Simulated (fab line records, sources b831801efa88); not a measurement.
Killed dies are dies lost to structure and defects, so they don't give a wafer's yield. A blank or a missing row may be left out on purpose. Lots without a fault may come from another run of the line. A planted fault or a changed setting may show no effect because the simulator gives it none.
Which tool did it? | flow gf180mcu | 12 lots, 36 wafers sampled, at 5 steps of a route of 602

WHAT THE GAUGES READ, wafer by wafer
GF_V5_THK_MEAS_01. Usual: V5_CVD_00_THK 302 nm, standard deviation 3.
lot  | measured     | on            | V5_CVD_00_THK (nm) | flag
L117 | day 26 16:15 | film_metro-03 | 302 299 299        |
L119 | day 27 14:46 | film_metro-04 | 300 297 301        |
L118 | day 27 19:38 | film_metro-04 | 305 299 302        |
L120 | day 28 08:44 | film_metro-03 | 301 297 300        |
L121 | day 28 19:34 | film_metro-02 | 304 303 302        |
L123 | day 29 04:39 | film_metro-04 | 302 296 298        |
L124 | day 29 18:07 | film_metro-03 | 307 308 308        |
L126 | day 29 23:11 | film_metro-03 | 302 300 303        |
L134 | day 31 22:13 | film_metro-02 | 259 255 255        | OFF
L135 | day 32 04:37 | film_metro-03 | 262 259 260        | OFF
L137 | day 32 14:26 | film_metro-03 | 306 303 304        |
L138 | day 32 18:23 | film_metro-02 | 300 301 304        |

GF_V5_BOW_MEAS_05. Usual: V5_BOW 133 um, standard deviation 10.
lot  | measured     | on            | V5_BOW (um) | flag
L117 | day 26 16:48 | film_metro-02 | 140 137 139 |
L119 | day 27 15:18 | film_metro-03 | 152 142 143 |
L118 | day 27 20:11 | film_metro-02 | 143 142 139 |
L120 | day 28 09:16 | film_metro-02 | 146 145 141 |
L121 | day 28 20:06 | film_metro-02 | 107 126 107 |
L123 | day 29 05:11 | film_metro-04 | 120 122 136 |
L124 | day 29 18:40 | film_metro-04 | 138 139 127 |
L126 | day 29 23:44 | film_metro-03 | 140 116 118 |
L134 | day 31 22:46 | film_metro-04 | 142 146 149 |
L135 | day 32 05:26 | film_metro-03 | 125 130 126 |
L137 | day 32 14:58 | film_metro-03 | 143 125 132 |
L138 | day 32 18:55 | film_metro-03 | 150 139 152 |

WHICH TOOL RAN EACH LOT (tool, then ch and the chambers of the sampled wafers, then the start)
lot  | GF_MIM_METAL_ETCH_19              | GF_M5_ETCH_09                      | GF_V5_CVD_00
L117 | rie_metal-03 ch 0, day 25 17:49   | rie_diel-02 ch 0,1,3, day 26 15:31 | hdpcvd-02 ch 0,1,2, day 26 16:11
L119 | rie_metal-02 ch 0,1, day 26 17:51 | rie_diel-02 ch 1,2,3, day 27 14:04 | hdpcvd-02 ch 0,1,2, day 27 14:43
L118 | rie_metal-01 ch 0,1, day 26 22:43 | rie_diel-03 ch 2,3, day 27 18:51   | hdpcvd-01 ch 0,1,2, day 27 19:35
L120 | rie_metal-02 ch 0,1, day 27 11:18 | rie_diel-02 ch 0,1,3, day 28 08:01 | hdpcvd-01 ch 0,1, day 28 08:40
L121 | rie_metal-02 ch 0,1, day 27 22:55 | rie_diel-02 ch 0,1,2, day 28 18:52 | hdpcvd-01 ch 0,1, day 28 19:31
L123 | rie_metal-01 ch 0,1, day 28 08:09 | rie_diel-02 ch 0,2,3, day 29 03:55 | hdpcvd-01 ch 0,1,2, day 29 04:36
L124 | rie_metal-03 ch 1, day 28 21:52   | rie_diel-01 ch 0,1, day 29 17:03   | hdpcvd-02 ch 1,2, day 29 18:04
L126 | rie_metal-02 ch 0,1, day 29 03:41 | rie_diel-01 ch 0,1,3, day 29 22:28 | hdpcvd-01 ch 0,1, day 29 23:07
L134 | rie_metal-02 ch 1, day 31 03:04   | rie_diel-03 ch 0,2,3, day 31 21:28 | hdpcvd-01 ch 0,1,2, day 31 22:10
L135 | rie_metal-02 ch 1, day 31 09:51   | rie_diel-01 ch 0,1,2, day 32 03:54 | hdpcvd-01 ch 0,1,2, day 32 04:34
L137 | rie_metal-02 ch 0,1, day 31 20:24 | rie_diel-03 ch 0,2, day 32 13:42   | hdpcvd-02 ch 0,1, day 32 14:22
L138 | rie_metal-03 ch 0,1, day 32 00:31 | rie_diel-02 ch 0,2, day 32 17:39   | hdpcvd-02 ch 0,1, day 32 18:20
- GF_MIM_METAL_ETCH_19: etches the open film in Cl2/BCl3, stops on Si3N4, target depth 324.5 nm, time 54.1 s.
- GF_M5_ETCH_09: etches Si3N4 in CF4/O2, target depth 52 nm, time 11.6 s.
- GF_V5_CVD_00: deposits SiO2, target thk 300 nm, time 50 s.

WHAT THE TOOLS THEMSELVES READ (means of the sampled wafers that have a number; where no wafer has one, the mark that the record gives instead)
GF_MIM_METAL_ETCH_19. Usual: drypump_motor_current_A 5.5 A, standard deviation 0.38; oes_product_au 0.939 a.u., standard deviation 0.0068; throttle_valve_pct 28.286 %, standard deviation 0.011.
lot  | tool         | drypump_motor_current_A (A) | oes_product_au (a.u.) | throttle_valve_pct (%) | flag
L117 | rie_metal-03 | 4.7                         | 0.939                 | 28.281                 |
L119 | rie_metal-02 | 5.4                         | 0.937                 | 28.288                 |
L118 | rie_metal-01 | 5.7                         | 0.932                 | 28.287                 |
L120 | rie_metal-02 | 5.6                         | 0.940                 | 28.271                 |
L121 | rie_metal-02 | 5.4                         | 0.937                 | 28.290                 |
L123 | rie_metal-01 | 5.7                         | 0.933                 | 28.291                 |
L124 | rie_metal-03 | 5.6                         | 0.936                 | 28.295                 |
L126 | rie_metal-02 | 5.5                         | 0.935                 | 28.290                 |
L134 | rie_metal-02 | 5.7                         | 0.944                 | 28.277                 |
L135 | rie_metal-02 | 5.7                         | 0.946                 | 28.281                 |
L137 | rie_metal-02 | 5.6                         | 0.941                 | 28.287                 |
L138 | rie_metal-03 | 5.3                         | 0.940                 | 28.285                 |

GF_M5_ETCH_09. Usual: drypump_motor_current_A 5.8 A, standard deviation 0.46; oes_product_au 1.005 a.u., standard deviation 0.0089; throttle_valve_pct 5.972 %, standard deviation 0.0093.
lot  | tool        | drypump_motor_current_A (A) | oes_product_au (a.u.) | throttle_valve_pct (%) | flag
L117 | rie_diel-02 | 6.0                         | 1.004                 | 5.982                  |
L119 | rie_diel-02 | 5.8                         | 1.014                 | 5.972                  |
L118 | rie_diel-03 | 5.2                         | 1.011                 | 5.966                  |
L120 | rie_diel-02 | 6.0                         | 0.999                 | 5.976                  |
L121 | rie_diel-02 | 6.2                         | 1.004                 | 5.979                  |
L123 | rie_diel-02 | 5.8                         | 1.005                 | 5.978                  |
L124 | rie_diel-01 | 5.9                         | 1.000                 | 5.974                  |
L126 | rie_diel-01 | 5.9                         | 1.009                 | 5.976                  |
L134 | rie_diel-03 | 5.4                         | 1.002                 | 5.973                  |
L135 | rie_diel-01 | 5.9                         | 1.010                 | 5.982                  |
L137 | rie_diel-03 | 5.5                         | 1.004                 | 5.971                  |
L138 | rie_diel-02 | 5.9                         | 0.998                 | 5.975                  |

GF_V5_CVD_00. Usual: sih4_flow_sccm 59.99 sccm, standard deviation 0.19.
lot  | tool      | sih4_flow_sccm (sccm) | flag
L117 | hdpcvd-02 | 59.79                 |
L119 | hdpcvd-02 | 60.03                 |
L118 | hdpcvd-01 | 59.80                 |
L120 | hdpcvd-01 | 60.03                 |
L121 | hdpcvd-01 | 60.00                 |
L123 | hdpcvd-01 | 59.98                 |
L124 | hdpcvd-02 | 59.99                 |
L126 | hdpcvd-01 | 60.09                 |
L134 | hdpcvd-01 | 51.05                 | OFF
L135 | hdpcvd-01 | 51.05                 | OFF
L137 | hdpcvd-02 | 60.02                 |
L138 | hdpcvd-02 | 59.91                 |

THE ANSWER, worked out from the rows above alone
Rule: a lot is off if the mean of its wafers that have a number lies more than 3 standard deviations from the usual mean. A lot without any number at a reading at which 4 lots or more have one is off too. The other lots that the step has rows for count as sound. The gauges are gone through in route order, then the tools' own readings, and for those a lot's mean is taken as printed above. The first step at which some lot is off is used, and at that step the reading that is off furthest; a lot without a number counts as furthest.
Off: L134, L135, at GF_V5_THK_MEAS_01 (V5_CVD_00_THK).
A tool fits if, at a process step before that reading, it ran every lot that is off, and no sound lot after the first of them. The gauges at GF_V5_THK_MEAS_01 aren't tried: what is off there is off at GF_V5_CVD_00 too, on other tools, and a gauge's error can't cause that. One fits: hdpcvd-01 at GF_V5_CVD_00. Its last sound lot is L126 (day 29 23:07), its first lot that is off L134 (day 31 22:10): a fault that began between those two fits.
The tool's own readings at GF_V5_CVD_00 bear it out: on the lots that are off they differ by more than 5 times the standard deviation of the sound lots' means. sih4_flow_sccm reads 51.05 sccm there against 59.96 sccm on the sound lots.

WHAT THE SIMULATOR HAD PUT IN
Process parameter drift: hdpcvd-01, from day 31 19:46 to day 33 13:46, at GF_V5_CVD_00. Setting sih4_flow_sccm, moved by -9, from 60. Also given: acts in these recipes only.
Lots struck among those shown: L134, L135. The rule above found the same.
